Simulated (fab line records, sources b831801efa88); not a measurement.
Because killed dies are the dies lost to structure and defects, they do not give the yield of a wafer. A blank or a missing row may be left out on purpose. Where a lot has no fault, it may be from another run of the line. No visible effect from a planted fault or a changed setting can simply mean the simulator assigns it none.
fab line records	flow sfq_line
record: lots: 5	wafers: 14	last_day: 85
route steps=325 shown I1@80 M2@88
lots with no fault: from the same line, run without faults
start_h: the number of hours between the record's first day and the start of the first shown wafer of the lot	wait_h: hours elapsed since this lot's preceding step	" repeats the value in the row above	L1.1+2: several wafers, shown together as one row	- value missing, or start not given	* or withheld: withheld	< > ~ a bound
route shown NAME@n: NAME is a module with steps in the file, n the number in the route of the first one	usual: mean and standard deviation over wafers with no fault	same: alike in all rows	chamber/n: place in a boat	sites: the reading at each site	_std_site: standard deviation of those values	_edge_site: the outer-site mean with the inner-site mean subtracted	radius_mm: how far each site lies from the wafer's centre	mask NAME#n: copy n	behind: tool/chamber where the wafer was last shaped	hold: what put the lot on hold/how long, in hours/how the hold closed	device: the n, p or np transistor that did not switch	end of line: at the end of the route, the tests of the same wafers	a step given without rows: its recipe and nothing more	killed: count of dies lost to structure and defects at first sort (not the wafer's yield)	map: dies across one wafer; x = killed, . = not, _ = none there
set.NAME: setting as actually run; set.NAME@STEP: the setting as run at that earlier step	model.NAME: the simulator's own value behind a step, which no gauge read
lots seen at some steps along the route; tables by step, rows by wafer
services: when a tool's chamber went out of use (start_h, in hours from the record's first day, below 0 if earlier), for how many hours, and the reason
== steps ==
step: SFQ_TRILAYER_I1_VIA_LITHO_EXPOSE_050
recipe: mask_id: I1	na: 0.6	source_shape: conventional	sigma_outer: 0.65	target_cd_nm: 500	dose_mj: 21.3
step: SFQ_TRILAYER_I1_VIA_LITHO_PEB_052
recipe: peb_temp_c: 115	peb_time_s: 60	resist: KrF
step: SFQ_TRILAYER_I1_VIA_LITHO_DEVELOP_051
recipe: time_s: 60	resist: KrF
step: SFQ_I1_OVL_MEAS_913
usual: I1_OVL: 0/4.9
lot.wafer	tool	chamber	start_h	wait_h	I1_OVL[nm]
L592.3	overlay-01	-	646.44	0.1	4
L592.5	"	-	"	"	0
L592.6	"	-	"	"	0
L599.4	overlay-01	-	654.84	0.1	-6
L599.5	"	-	"	"	-3
L604.1	overlay-02	-	831.23	0.1	-12
L604.2	"	-	"	"	-9
L604.5	"	-	"	"	-4
L606.1	overlay-02	-	843.63	0.1	4
L606.4	"	-	"	"	6
L606.6	"	-	"	"	4
L608.4	overlay-02	-	849.64	0.1	8
L608.5	"	-	"	"	-7
L608.6	"	-	"	"	6
step: SFQ_TRILAYER_I1_VIA_BARC_OPEN_VIA_ETCH_071
recipe: mask_material: PR	chemistry: O2	target_depth_nm: 125	target: BARC	source_w: 500	bias_w: 80	pressure_mtorr: 30	time_s: 41.7
usual: chamber_pressure_mTorr: 29.998/0.028	drypump_motor_current_A: 5.56/0.24	oes_product_au: 0.685/0.0052
lot.wafer	tool	chamber	start_h	wait_h	chamber_pressure_mTorr	drypump_motor_current_A	oes_product_au	rf_hours_counter_h
L592.3	rie_diel-02	1	646.46	0.0	29.995	5.76	0.682	4
L592.5	"	0	"	"	29.958	5.43	0.690	-
L592.6	"	1	"	"	29.986	5.75	0.685	-
L599.4	rie_diel-02	1	654.86	0.0	29.969	5.76	0.682	4
L599.5	"	3	"	"	29.975	5.77	0.684	-
L604.1	rie_diel-01	0	831.27	0.0	29.994	5.09	0.681	3
L604.2	"	2	"	"	29.995	5.40	0.688	5
L604.5	"	3	"	"	29.987	5.67	0.691	-
L606.1	rie_diel-04	1	843.66	0.0	29.968	5.95	0.671	9
L606.4	"	2	"	"	30.010	5.21	0.688	7
L606.6	"	1	"	"	29.977	5.96	0.681	-
L608.4	rie_diel-04	2	849.66	0.0	30.024	5.24	0.689	7
L608.5	"	2	"	"	30.001	5.26	0.683	-
L608.6	"	1	"	"	29.988	5.95	0.680	-
step: SFQ_TRILAYER_I1_VIA_ETCH_VIA_ETCH_052
recipe: target: SiO2	stop_on: Nb	mask_material: PR	taper_deg: 20	chemistry: CHF3	target_depth_nm: 260	source_w: 500	bias_w: 80	pressure_mtorr: 30	time_s: withheld
usual: chamber_pressure_mTorr: 30.000/0.027	drypump_motor_current_A: 5.56/0.24	oes_product_au: 0.854/0.0052
lot.wafer	tool	chamber	start_h	wait_h	chamber_pressure_mTorr	drypump_motor_current_A	oes_product_au
L592.3	rie_diel-02	1	646.50	0.0	29.936	5.74	0.849
L592.5	"	0	"	"	29.996	5.45	0.853
L592.6	"	1	"	"	29.988	5.75	0.851
L599.4	rie_diel-02	1	654.90	0.0	30.017	5.75	0.855
L599.5	"	3	"	"	29.990	5.79	0.856
L604.1	rie_diel-01	0	831.31	0.0	29.964	5.11	0.845
L604.2	"	2	"	"	30.007	5.40	0.853
L604.5	"	3	"	"	29.972	5.65	0.859
L606.1	rie_diel-04	1	843.70	0.0	30.011	5.95	0.857
L606.4	"	2	"	"	29.946	5.22	0.857
L606.6	"	1	"	"	30.043	5.96	0.852
L608.4	rie_diel-04	2	849.70	0.0	30.030	5.23	0.858
L608.5	"	2	"	"	29.989	5.23	0.846
L608.6	"	1	"	"	29.971	5.96	0.853
step: SFQ_TRILAYER_I1_VIA_STRIP_STRIP_053
recipe: gas: O2	power_w: 200	platen_temp_c: 40	overash_fraction: 0.65	chemistry: O2	pressure_mtorr: 50
usual: chamber_pressure_mTorr: 50.00/0.044	drypump_motor_current_A: 5.7/0.4	oes_product_au: 0.994/0.013
lot.wafer	tool	chamber	start_h	wait_h	chamber_pressure_mTorr	drypump_motor_current_A	oes_product_au	rf_hours_counter_h
L592.3	rie_metal-04	1	646.82	-	49.94	5.6	0.994	-
L592.5	"	0	"	"	49.93	5.7	0.984	-
L592.6	"	1	"	"	50.00	5.6	0.991	-
L599.4	rie_metal-01	0	655.22	-	49.93	5.6	0.992	-
L599.5	"	0	"	"	50.02	5.5	1.012	-
L604.1	rie_metal-01	0	831.42	-	49.97	5.6	1.005	60
L604.2	"	1	"	"	49.97	5.3	0.992	77
L604.5	"	1	"	"	50.02	5.3	0.983	-
L606.1	rie_metal-01	0	843.82	-	49.95	5.6	0.987	63
L606.4	"	1	"	"	49.96	5.3	0.973	-
L606.6	"	1	"	"	50.09	5.3	0.982	-
L608.4	rie_metal-03	0	850.02	-	50.04	6.2	1.010	-
L608.5	"	1	"	"	49.96	6.6	1.008	-
L608.6	"	0	"	"	49.95	6.2	1.009	-
step: SFQ_TRILAYER_I1_VIA_STRIP_SOLV_CLEAN_054
recipe: chemistry: NMP	temp_c: 70	time_s: 600
step: SFQ_TRILAYER_M2_DEP_PRE_CLEAN_056
recipe: gas: Ar	time_s: 22.5	bias_v: 250
step: SFQ_TRILAYER_M2_DEP_SPUTTER_055
recipe: material: Nb	base_pressure_pa: 1.33e-06	chamber_pressure_pa: 0.1333	substrate_temp_c: 20	resputter_cathode_voltage_v: 400	target_thk_nm: 200	power_w: 2000	time_s: 133.3
usual: throttle_valve_pct: 29.3/0.94
lot.wafer	tool	chamber	start_h	wait_h	throttle_valve_pct
L592.3	pvd_sputter-03	-	647.42	0.0	30.6
L592.5	"	-	"	"	30.0
L592.6	"	-	"	"	28.5
L599.4	pvd_sputter-03	-	655.99	0.0	28.6
L599.5	"	-	"	"	30.5
L604.1	pvd_sputter-06	-	832.22	0.0	29.2
L604.2	"	-	"	"	27.5
L604.5	"	-	"	"	27.8
L606.1	pvd_sputter-06	-	844.62	0.0	30.3
L606.4	"	-	"	"	29.4
L606.6	"	-	"	"	29.2
L608.4	pvd_sputter-03	-	850.62	0.0	30.2
L608.5	"	-	"	"	30.5
L608.6	"	-	"	"	28.5
step: SFQ_M2_RS_MEAS_914
recipe: thk_meas_gauge: four-point-probe	reads: Nb_of_TRILAYER_M2_DEP_SPUTTER_055
usual: M2_NB_RS: 0.884/0.014
lot.wafer	tool	chamber	start_h	wait_h	M2_NB_RS[ohm/sq]
L592.3	film_metro-02	-	647.55	0.1	0.881
L592.5	"	-	"	"	0.909
L592.6	"	-	"	"	0.905
L599.4	film_metro-02	-	656.15	0.1	0.893
L599.5	"	-	"	"	0.862
L604.1	film_metro-01	-	832.31	0.0	0.867
L604.2	"	-	"	"	0.863
L604.5	"	-	"	"	0.864
L606.1	film_metro-03	-	844.71	0.0	0.887
L606.4	"	-	"	"	0.884
L606.6	"	-	"	"	0.878
L608.4	film_metro-01	-	850.77	0.1	0.900
L608.5	"	-	"	"	0.895
L608.6	"	-	"	"	0.913
step: SFQ_TRILAYER_M2_LITHO_COAT_062
recipe: resist: BARC	spin_rpm: 3000	resist_thk_nm: 62
lot.wafer	tool	chamber	start_h	wait_h	model.BARC_of_TRILAYER_M2_LITHO_COAT_062.thk_nm
L592.3	litho_track-04	0	647.79	0.1	62.07
L592.5	"	0	"	"	62.01
L592.6	"	0	"	"	62.11
L599.4	litho_track-03	0	656.42	0.2	64.56
L599.5	"	0	"	"	62.09
L604.1+5	litho_track-03	0	832.49	0.1	61.47
L604.2	"	0	"	"	61.46
L606.1	litho_track-02	0	844.89	0.1	61.88
L606.4	"	0	"	"	62.22
L606.6	"	0	"	"	62.02
L608.4	litho_track-02	0	851.04	0.2	62.21
L608.5	"	0	"	"	62.2
L608.6	"	0	"	"	62.16
step: SFQ_TRILAYER_M2_LITHO_COAT_057
recipe: resist: KrF	spin_rpm: 3000	resist_thk_nm: 600
step: SFQ_TRILAYER_M2_LITHO_SOFTBAKE_061
recipe: temp_c: withheld	time_s: withheld	resist: KrF
step: SFQ_TRILAYER_M2_LITHO_EXPOSE_058
recipe: mask_id: M2	na: 0.6	source_shape: conventional	sigma_outer: 0.65	target_cd_nm: 500	dose_mj: 14.4
step: SFQ_TRILAYER_M2_LITHO_PEB_060
recipe: peb_temp_c: 115	peb_time_s: 60	resist: KrF
step: SFQ_TRILAYER_M2_LITHO_DEVELOP_059
recipe: time_s: 60	resist: KrF
step: SFQ_M2_OVL_MEAS_916
usual: M2_OVL: 1/5.6
lot.wafer	tool	chamber	start_h	wait_h	M2_OVL[nm]
L592.3	overlay-02	-	794.04	0.1	1
L592.5	"	-	"	"	2
L592.6	"	-	"	"	8
L599.4	overlay-01	-	809.65	0.1	-1
L599.5	"	-	"	"	-6
L604.1	overlay-02	-	967.98	0.1	5
L604.2	"	-	"	"	1
L604.5	"	-	"	"	4
L606.1	overlay-02	-	981.18	0.1	9
L606.4	"	-	"	"	11
L606.6	"	-	"	"	8
L608.4	overlay-01	-	989.60	0.1	14
L608.5	"	-	"	"	2
L608.6	"	-	"	"	9
step: SFQ_TRILAYER_M2_BARC_OPEN_METAL_ETCH_077
recipe: mask_material: PR	chemistry: O2	target_depth_nm: 125	target: BARC	icp_w: 600	bias_w: 80	pressure_mtorr: 10	time_s: 41.7
usual: chamber_pressure_mTorr: 9.999/0.009	drypump_motor_current_A: 5.8/0.47	oes_product_au: 0.685/0.0045
lot.wafer	tool	chamber	start_h	wait_h	chamber_pressure_mTorr	drypump_motor_current_A	oes_product_au	rf_hours_counter_h	model.etch.depth_nm
L592.3	rie_metal-02	0	794.09	0.0	10.003	5.4	0.690	-	62.07
L592.5	"	0	"	"	9.988	5.4	0.686	-	62.01
L592.6	"	1	"	"	9.983	6.2	0.685	-	62.11
L599.4	rie_metal-02	0	809.69	0.0	9.987	5.4	0.699	-	64.56
L599.5	"	1	"	"	10.003	6.2	0.696	-	62.09
L604.1	rie_metal-01	1	968.02	0.0	10.000	5.3	0.682	98	61.47
L604.2	"	0	"	"	10.010	5.6	0.688	82	61.46
L604.5	"	0	"	"	10.017	5.6	0.688	-	61.47
L606.1	rie_metal-02	0	981.22	0.0	10.006	5.4	0.683	19	61.88
L606.4	"	0	"	"	9.992	5.4	0.681	-	62.22
L606.6	"	0	"	"	10.008	5.4	0.690	-	62.02
L608.4	rie_metal-01	1	989.64	0.0	9.996	5.3	0.688	-	62.21
L608.5	"	0	"	"	9.989	5.5	0.691	-	62.2
L608.6	"	1	"	"	9.987	5.3	0.684	-	62.16
step: SFQ_TRILAYER_M2_ETCH_METAL_ETCH_060
recipe: target: Nb	stop_on: SiO2	mask_material: PR	chemistry: Cl2/Ar	target_depth_nm: 240	icp_w: 600	bias_w: 80	pressure_mtorr: 10	time_s: 120
usual: chamber_pressure_mTorr: 9.999/0.01	drypump_motor_current_A: 5.8/0.47	oes_product_au: 0.897/0.0091
lot.wafer	tool	chamber	start_h	wait_h	chamber_pressure_mTorr	drypump_motor_current_A	oes_product_au	rf_hours_counter_h
L592.3	rie_metal-02	0	794.20	0.1	10.020	5.4	0.897	-
L592.5	"	0	"	"	9.996	5.4	0.881	-
L592.6	"	1	"	"	9.996	6.2	0.890	-
L599.4	rie_metal-02	0	809.77	0.1	9.996	5.4	0.892	-
L599.5	"	1	"	"	9.993	6.2	0.909	-
L604.1	rie_metal-01	1	968.08	0.0	10.008	5.3	0.907	98
L604.2	"	0	"	"	10.008	5.6	0.915	82
L604.5	"	0	"	"	10.006	5.6	0.915	-
L606.1	rie_metal-02	0	981.28	0.0	10.001	5.5	0.898	19
L606.4	"	0	"	"	10.001	5.4	0.897	-
L606.6	"	0	"	"	10.001	5.4	0.901	-
L608.4	rie_metal-01	1	989.72	0.1	10.011	5.3	0.891	-
L608.5	"	0	"	"	10.019	5.6	0.891	-
L608.6	"	1	"	"	10.004	5.3	0.884	-
== services ==
tool	chamber	start_h	hours	kind
rie_diel-02	1	676.52	4.2	repair
rie_metal-02	-	686.48	0.4	repair
rie_diel-04	0	721.72	6.0	repair
rie_metal-02	1	723.64	10.1	repair
rie_metal-01	-	740.46	2.8	pm
rie_diel-04	2	743.94	19.8	repair
rie_diel-02	1	744.80	2.3	repair
rie_diel-02	1	770.43	4.3	repair
rie_diel-02	0	785.22	20.2	repair
rie_diel-04	-	788.68	14.6	pm
rie_metal-02	-	813.21	1.2	repair
rie_diel-04	0	814.22	2.8	repair
rie_metal-01	1	838.18	1.9	repair
rie_diel-02	0	843.31	5.9	repair
rie_diel-02	-	848.31	14.6	pm
rie_diel-04	2	850.39	4.6	repair
rie_diel-04	2	863.17	3.9	repair
rie_diel-04	2	897.39	3.7	repair
rie_diel-04	-	948.18	1.1	repair
rie_diel-04	0	951.82	14.4	repair
rie_metal-01	-	953.63	1.0	repair
rie_diel-04	3	973.37	13.9	repair
rie_metal-01	1	976.91	1.0	repair
rie_diel-04	1	977.99	3.0	repair
== key ==
first_sign none at tools or gauges
model_effect: step: SFQ_TRILAYER_M2_LITHO_COAT_062	value: BARC_of_TRILAYER_M2_LITHO_COAT_062.thk_nm	without: 61.77	struck: 64.56
model_effect: step: SFQ_TRILAYER_M2_BARC_OPEN_METAL_ETCH_077	value: etch.depth_nm	without: 61.77	struck: 64.56
met_at SFQ_TRILAYER_M2_LITHO_COAT_062
struck_wafers L599.4
fault: kind: process_parameter_drift	tool: litho_track-03	chamber: -	onset_h: 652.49	steps: SFQ_TRILAYER_M2_LITHO_COAT_062	channel: resist_thk_nm	offset: 2.7927	shape: step	end_h: 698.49	scope: struck_wafers_only	acts_in: these_recipes_only	stated: 62
